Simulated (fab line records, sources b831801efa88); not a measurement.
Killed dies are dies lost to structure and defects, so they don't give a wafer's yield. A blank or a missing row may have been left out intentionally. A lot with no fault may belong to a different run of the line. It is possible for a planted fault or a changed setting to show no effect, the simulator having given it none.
A lot that was struck, set against a sound lot || flow sky130 || 15 out of 708 route steps
Sound: wafers L240.4, L240.5, L240.6. Struck: wafers L255.1, L255.5, L255.6. The cause is named last.
Order at every step that has rows: each side's tool, ch and its chambers, its first start. Under that, the readings that differ: sound wafers || struck wafers || difference of the means || sigmas: that difference in standard deviations of wafers without a fault.
alike: readings with means less than 2 such deviations apart, plus words and numbers identical on both sides. not compared: withheld readings, readings lacking a value on some wafer, bounds such as >300 that could conceal the same value, and numbers that have no deviation in the record and whose values overlap.
The two part at a step that has a row with sigmas, a row that says differs or no value, or rows on one side only. Non-overlapping numbers with no deviation appear without sigmas and do not part them. Lack of a reading on every wafer of one side parts them only where that side has two or more wafers.

SKY_SONOS_ONO_CD_MEAS_13 targets a cd of 410 nm.
  sound on cd sem-02 at day 12 16:02; struck on cd sem-01 at day 17 23:04
  alike: cd nm
SKY_SONOS_ONO_OVL_MEAS_14:
  sound on overlay-02 at day 12 16:07; struck on overlay-01 at day 17 23:11
  alike: SONOS_ONO_OVL
SKY_SONOS_ONO_ETCH_15: etches the open film in CHF3/O2, target depth 19.52 nm, time 7.8 s.
  sound on rie diel-03 ch 0,1,3, day 12 16:07; struck on rie diel-04 ch 0,1, day 17 23:13
  alike: chf3 flow sccm, drypump motor current A, oes product au, throttle valve pct
  not compared: rf hours counter h
then, 1 step without rows for these wafers: SKY_SONOS_ONO_WET_ETCH_16 (etches SiO2 in dHF, target depth 14 nm, time 280 s).
SKY_SONOS_ONO_STRIP_17: strips in O2/N2.
  sound on plasma asher-02 ch 0,1, day 12 16:16; struck on plasma asher-03 ch 0,1, day 17 23:20
{"reading": "strip time to endpoint s (s)", "sound": "14.08 14.09 14.03", "struck": "14.11 14.15 14.18", "difference": "+0.08", "sigmas": "+2"}
  alike: drypump motor current A, n2 flow sccm, oes product au
  not compared: rf hours counter h
then, 3 steps without rows for these wafers: SKY_SONOS_ONO_WET_ETCH_18 (etches Si3N4 in H3PO4, target depth 15 nm, time 172 s); SKY_GATE_OXIDE_CLEAN_00 (cleans in SC1/SC2, time 150 s); SKY_GATE_OXIDE_OXIDATION_01 (stabilise 600 s, purge 300 s, target thk 10.268 nm).
SKY_GATE_OXIDE_THK_MEAS_02:
  sound on film metro-02 at day 12 19:09; struck on film metro-03 at day 18 02:56
  alike: GATE_OXIDE_OXIDATION_00_THK
then, 3 steps without rows for these wafers: SKY_GATE_OXIDE_DEHYDRATE_03 (time 60 s); SKY_GATE_OXIDE_HMDS_04 (prime time 60 s); SKY_GATE_OXIDE_COAT_05 (resist thk 1140 nm).
SKY_GATE_OXIDE_SOFTBAKE_06: time 60 s.
  sound on litho track-04 ch 0, day 13 07:47; struck on litho track-04 ch 0, day 18 17:31
{"reading": "heater power total W (W)", "sound": "56.61 56.60 56.65", "struck": "59.93 60.07 60.06", "difference": "+3.40", "sigmas": "+71"}
then, 1 step without rows for these wafers: SKY_GATE_OXIDE_EXPOSE_07 (exposes mask LVOM, target cd 600 nm).
-- record jumps: 31 days separate the struck wafers' starts on either side; left off in module GATE_OXIDE, taken up again in module PAD_OPEN, whose first shown step is the route's number 708 --
SKY_PAD_OPEN_PROBE_99:
  sound on prober-02 at day 45 21:35; struck on prober-02 at day 49 17:50
{"reading": "killed dies", "sound": "70 81 73", "struck": "97 99 85", "difference": "+19", "sigmas": "+2"}
{"reading": "killed short", "sound": "32 39 29", "struck": "46 51 40", "difference": "+12", "sigmas": "+2"}
  alike: killed_at_M0_to_M3, killed_at_M4_up, killed at contacts, killed at front end, killed at other, killed open

WHERE THEY PART
Earliest at SKY_SONOS_ONO_STRIP_17; latest, in this record, at SKY_PAD_OPEN_PROBE_99.

WHY: what had been put in by the simulator
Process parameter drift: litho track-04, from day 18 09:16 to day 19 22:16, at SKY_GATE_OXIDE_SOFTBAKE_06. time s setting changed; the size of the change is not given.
